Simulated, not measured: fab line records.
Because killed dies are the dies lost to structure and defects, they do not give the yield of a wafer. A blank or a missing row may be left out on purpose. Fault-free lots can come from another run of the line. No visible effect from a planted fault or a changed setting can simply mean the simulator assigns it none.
Which tool did it? || flow sky130 || 14 lots with 42 wafers sampled at 2 steps, on a route of 708 steps

## WHAT THE GAUGES SHOWED, per wafer
Not one reading of a measure or inspect step in the record can be checked against a usual standard deviation.

## EACH LOT AND THE TOOL THAT RAN IT (in order: tool; ch and the chambers of the sampled wafers; start)
{"lot": "L153", "SKY_POLY_GATE_ETCH_16": "rie-diel-01 ch 0,1,2, day 15 23:02", "SKY_POLY_GATE_STRIP_18": "plasma-asher-04 ch 0,1, day 15 23:11"}
{"lot": "L155", "SKY_POLY_GATE_ETCH_16": "rie-diel-04 ch 0,1,2, day 17 06:14", "SKY_POLY_GATE_STRIP_18": "plasma-asher-04 ch 0,1, day 17 06:23"}
{"lot": "L157", "SKY_POLY_GATE_ETCH_16": "rie-diel-04 ch 0,1,3, day 17 17:56", "SKY_POLY_GATE_STRIP_18": "plasma-asher-04 ch 0,1, day 17 18:05"}
{"lot": "L158", "SKY_POLY_GATE_ETCH_16": "rie-diel-01 ch 1,2,3, day 18 02:38", "SKY_POLY_GATE_STRIP_18": "plasma-asher-01 ch 0,1, day 18 02:47"}
{"lot": "L159", "SKY_POLY_GATE_ETCH_16": "rie-diel-04 ch 0,2,3, day 18 18:20", "SKY_POLY_GATE_STRIP_18": "plasma-asher-04 ch 0,1, day 18 18:29"}
{"lot": "L160", "SKY_POLY_GATE_ETCH_16": "rie-diel-01 ch 0,1,3, day 18 21:39", "SKY_POLY_GATE_STRIP_18": "plasma-asher-04 ch 0, day 18 21:49"}
{"lot": "L162", "SKY_POLY_GATE_ETCH_16": "rie-diel-01 ch 1,2,3, day 19 17:30", "SKY_POLY_GATE_STRIP_18": "plasma-asher-02 ch 0,1, day 19 17:41"}
{"lot": "L164", "SKY_POLY_GATE_ETCH_16": "rie-diel-01 ch 0,3, day 20 14:26", "SKY_POLY_GATE_STRIP_18": "plasma-asher-02 ch 0,1, day 20 14:35"}
{"lot": "L165", "SKY_POLY_GATE_ETCH_16": "rie-diel-01 ch 2,3, day 21 02:24", "SKY_POLY_GATE_STRIP_18": "plasma-asher-04 ch 0,1, day 21 02:34"}
{"lot": "L168", "SKY_POLY_GATE_ETCH_16": "rie-diel-03 ch 0,2,3, day 21 16:06", "SKY_POLY_GATE_STRIP_18": "plasma-asher-01 ch 1, day 21 16:16"}
{"lot": "L169", "SKY_POLY_GATE_ETCH_16": "rie-diel-01 ch 2,3, day 22 03:11", "SKY_POLY_GATE_STRIP_18": "plasma-asher-04 ch 0, day 22 03:20"}
{"lot": "L170", "SKY_POLY_GATE_ETCH_16": "rie-diel-03 ch 1,2,3, day 22 13:08", "SKY_POLY_GATE_STRIP_18": "plasma-asher-02 ch 0,1, day 22 13:17"}
{"lot": "L175", "SKY_POLY_GATE_ETCH_16": "rie-diel-01 ch 1,2, day 24 19:56", "SKY_POLY_GATE_STRIP_18": "plasma-asher-04 ch 0,1, day 24 20:05"}
{"lot": "L176", "SKY_POLY_GATE_ETCH_16": "rie-diel-04 ch 1,2, day 25 11:47", "SKY_POLY_GATE_STRIP_18": "plasma-asher-02 ch 0,1, day 25 11:56"}
- SKY_POLY_GATE_ETCH_16: etches Si3N4 in CH3F/O2, stops on poly-Si, time 147.5 s, target depth 75 nm.
- SKY_POLY_GATE_STRIP_18: strips in O2/N2.

## AS READ BY THE TOOLS THEMSELVES (means over the sampled wafers that have a number; for cases with no such wafer, the mark the record gives instead)
SKY_POLY_GATE_ETCH_16. Usual: O2_flow_sccm 30.01 sccm, standard deviation 0.074; bias-w 79.99 W, standard deviation 0.26; drypump-motor-current-A 5.9 A, standard deviation 0.62; oes-product-au 0.640 a.u., standard deviation 0.0057; throttle-valve-pct 10.535 %, standard deviation 0.0087.
{"lot": "L153", "tool": "rie-diel-01", "O2_flow_sccm (sccm)": 30.00, "bias-w (W)": 80.14, "drypump-motor-current-A (A)": 5.9, "oes-product-au (a.u.)": 0.638, "throttle-valve-pct (%)": 10.542, "flag": ""}
{"lot": "L155", "tool": "rie-diel-04", "O2_flow_sccm (sccm)": 29.98, "bias-w (W)": 79.84, "drypump-motor-current-A (A)": 6.5, "oes-product-au (a.u.)": 0.642, "throttle-valve-pct (%)": 10.529, "flag": ""}
{"lot": "L157", "tool": "rie-diel-04", "O2_flow_sccm (sccm)": 30.00, "bias-w (W)": 80.00, "drypump-motor-current-A (A)": 5.9, "oes-product-au (a.u.)": 0.641, "throttle-valve-pct (%)": 10.537, "flag": ""}
{"lot": "L158", "tool": "rie-diel-01", "O2_flow_sccm (sccm)": 30.03, "bias-w (W)": 79.75, "drypump-motor-current-A (A)": 5.6, "oes-product-au (a.u.)": 0.639, "throttle-valve-pct (%)": 10.529, "flag": ""}
{"lot": "L159", "tool": "rie-diel-04", "O2_flow_sccm (sccm)": 30.04, "bias-w (W)": 80.00, "drypump-motor-current-A (A)": 5.9, "oes-product-au (a.u.)": 0.636, "throttle-valve-pct (%)": 10.529, "flag": ""}
{"lot": "L160", "tool": "rie-diel-01", "O2_flow_sccm (sccm)": 29.97, "bias-w (W)": 80.08, "drypump-motor-current-A (A)": 6.0, "oes-product-au (a.u.)": 0.640, "throttle-valve-pct (%)": 10.528, "flag": ""}
{"lot": "L162", "tool": "rie-diel-01", "O2_flow_sccm (sccm)": 30.03, "bias-w (W)": 80.06, "drypump-motor-current-A (A)": 5.6, "oes-product-au (a.u.)": 0.645, "throttle-valve-pct (%)": 10.541, "flag": ""}
{"lot": "L164", "tool": "rie-diel-01", "O2_flow_sccm (sccm)": 30.03, "bias-w (W)": 79.99, "drypump-motor-current-A (A)": 6.3, "oes-product-au (a.u.)": 0.637, "throttle-valve-pct (%)": 10.529, "flag": ""}
{"lot": "L165", "tool": "rie-diel-01", "O2_flow_sccm (sccm)": 30.05, "bias-w (W)": 79.62, "drypump-motor-current-A (A)": 5.6, "oes-product-au (a.u.)": 0.638, "throttle-valve-pct (%)": 10.537, "flag": ""}
{"lot": "L168", "tool": "rie-diel-03", "O2_flow_sccm (sccm)": 30.01, "bias-w (W)": 79.65, "drypump-motor-current-A (A)": 6.0, "oes-product-au (a.u.)": 0.636, "throttle-valve-pct (%)": 10.530, "flag": ""}
{"lot": "L169", "tool": "rie-diel-01", "O2_flow_sccm (sccm)": "-", "bias-w (W)": "-", "drypump-motor-current-A (A)": "-", "oes-product-au (a.u.)": "-", "throttle-valve-pct (%)": "-", "flag": "OFF"}
{"lot": "L170", "tool": "rie-diel-03", "O2_flow_sccm (sccm)": "-", "bias-w (W)": "-", "drypump-motor-current-A (A)": "-", "oes-product-au (a.u.)": "-", "throttle-valve-pct (%)": "-", "flag": "OFF"}
{"lot": "L175", "tool": "rie-diel-01", "O2_flow_sccm (sccm)": 29.97, "bias-w (W)": 79.97, "drypump-motor-current-A (A)": 5.6, "oes-product-au (a.u.)": 0.637, "throttle-valve-pct (%)": 10.532, "flag": ""}
{"lot": "L176", "tool": "rie-diel-04", "O2_flow_sccm (sccm)": 30.02, "bias-w (W)": 80.34, "drypump-motor-current-A (A)": 6.8, "oes-product-au (a.u.)": 0.641, "throttle-valve-pct (%)": 10.529, "flag": ""}

SKY_POLY_GATE_STRIP_18. Usual: drypump-motor-current-A 5.9 A, standard deviation 0.5; n2-flow-sccm 300.0 sccm, standard deviation 0.88; oes-product-au 0.360 a.u., standard deviation 0.0046; strip-time-to-endpoint-s 3.17 s, standard deviation 0.037.
{"lot": "L153", "tool": "plasma-asher-04", "drypump-motor-current-A (A)": 6.0, "n2-flow-sccm (sccm)": 300.5, "oes-product-au (a.u.)": 0.357, "strip-time-to-endpoint-s (s)": 3.16, "flag": ""}
{"lot": "L155", "tool": "plasma-asher-04", "drypump-motor-current-A (A)": 6.1, "n2-flow-sccm (sccm)": 300.3, "oes-product-au (a.u.)": 0.359, "strip-time-to-endpoint-s (s)": 3.17, "flag": ""}
{"lot": "L157", "tool": "plasma-asher-04", "drypump-motor-current-A (A)": 6.4, "n2-flow-sccm (sccm)": 299.7, "oes-product-au (a.u.)": 0.363, "strip-time-to-endpoint-s (s)": 3.16, "flag": ""}
{"lot": "L158", "tool": "plasma-asher-01", "drypump-motor-current-A (A)": 5.4, "n2-flow-sccm (sccm)": 300.2, "oes-product-au (a.u.)": 0.359, "strip-time-to-endpoint-s (s)": 3.19, "flag": ""}
{"lot": "L159", "tool": "plasma-asher-04", "drypump-motor-current-A (A)": 6.3, "n2-flow-sccm (sccm)": 298.9, "oes-product-au (a.u.)": 0.366, "strip-time-to-endpoint-s (s)": 3.18, "flag": ""}
{"lot": "L160", "tool": "plasma-asher-04", "drypump-motor-current-A (A)": 6.6, "n2-flow-sccm (sccm)": 299.7, "oes-product-au (a.u.)": 0.360, "strip-time-to-endpoint-s (s)": 3.12, "flag": ""}
{"lot": "L162", "tool": "plasma-asher-02", "drypump-motor-current-A (A)": 5.6, "n2-flow-sccm (sccm)": 299.1, "oes-product-au (a.u.)": 0.353, "strip-time-to-endpoint-s (s)": 3.13, "flag": ""}
{"lot": "L164", "tool": "plasma-asher-02", "drypump-motor-current-A (A)": 5.6, "n2-flow-sccm (sccm)": 299.8, "oes-product-au (a.u.)": 0.359, "strip-time-to-endpoint-s (s)": 3.21, "flag": ""}
{"lot": "L165", "tool": "plasma-asher-04", "drypump-motor-current-A (A)": 6.3, "n2-flow-sccm (sccm)": 300.2, "oes-product-au (a.u.)": 0.363, "strip-time-to-endpoint-s (s)": 3.16, "flag": ""}
{"lot": "L168", "tool": "plasma-asher-01", "drypump-motor-current-A (A)": 6.3, "n2-flow-sccm (sccm)": 299.3, "oes-product-au (a.u.)": 0.360, "strip-time-to-endpoint-s (s)": 3.19, "flag": ""}
{"lot": "L169", "tool": "plasma-asher-04", "drypump-motor-current-A (A)": 6.6, "n2-flow-sccm (sccm)": 300.4, "oes-product-au (a.u.)": 0.410, "strip-time-to-endpoint-s (s)": 4.31, "flag": "OFF"}
{"lot": "L170", "tool": "plasma-asher-02", "drypump-motor-current-A (A)": 5.8, "n2-flow-sccm (sccm)": 299.5, "oes-product-au (a.u.)": 0.413, "strip-time-to-endpoint-s (s)": 4.39, "flag": "OFF"}
{"lot": "L175", "tool": "plasma-asher-04", "drypump-motor-current-A (A)": 6.3, "n2-flow-sccm (sccm)": 300.2, "oes-product-au (a.u.)": 0.358, "strip-time-to-endpoint-s (s)": 3.17, "flag": ""}
{"lot": "L176", "tool": "plasma-asher-02", "drypump-motor-current-A (A)": 5.8, "n2-flow-sccm (sccm)": 299.2, "oes-product-au (a.u.)": 0.359, "strip-time-to-endpoint-s (s)": 3.22, "flag": ""}

## THE ANSWER, worked out from the rows above alone
Rule: a lot counts as off when the mean over its wafers that have a number is more than 3 standard deviations away from the usual mean. Also off: a lot with no number at a reading for which 4 or more lots have one. The other lots that the step has rows for count as sound. The gauges are gone through in route order, then the tools' own readings, and for those a lot's mean is taken as printed above. The first step at which some lot is off is used, and at that step the reading that is off furthest; a lot without a number counts as furthest.
Off: L169, L170, at SKY_POLY_GATE_ETCH_16 (O2_flow_sccm). Without a number there: L169, L170.
A tool fits if, at that step or a process step before it, it ran every lot that is off, and no sound lot after the first of them. No candidate that was tried fits.

## WHAT THE SIMULATOR PUT IN
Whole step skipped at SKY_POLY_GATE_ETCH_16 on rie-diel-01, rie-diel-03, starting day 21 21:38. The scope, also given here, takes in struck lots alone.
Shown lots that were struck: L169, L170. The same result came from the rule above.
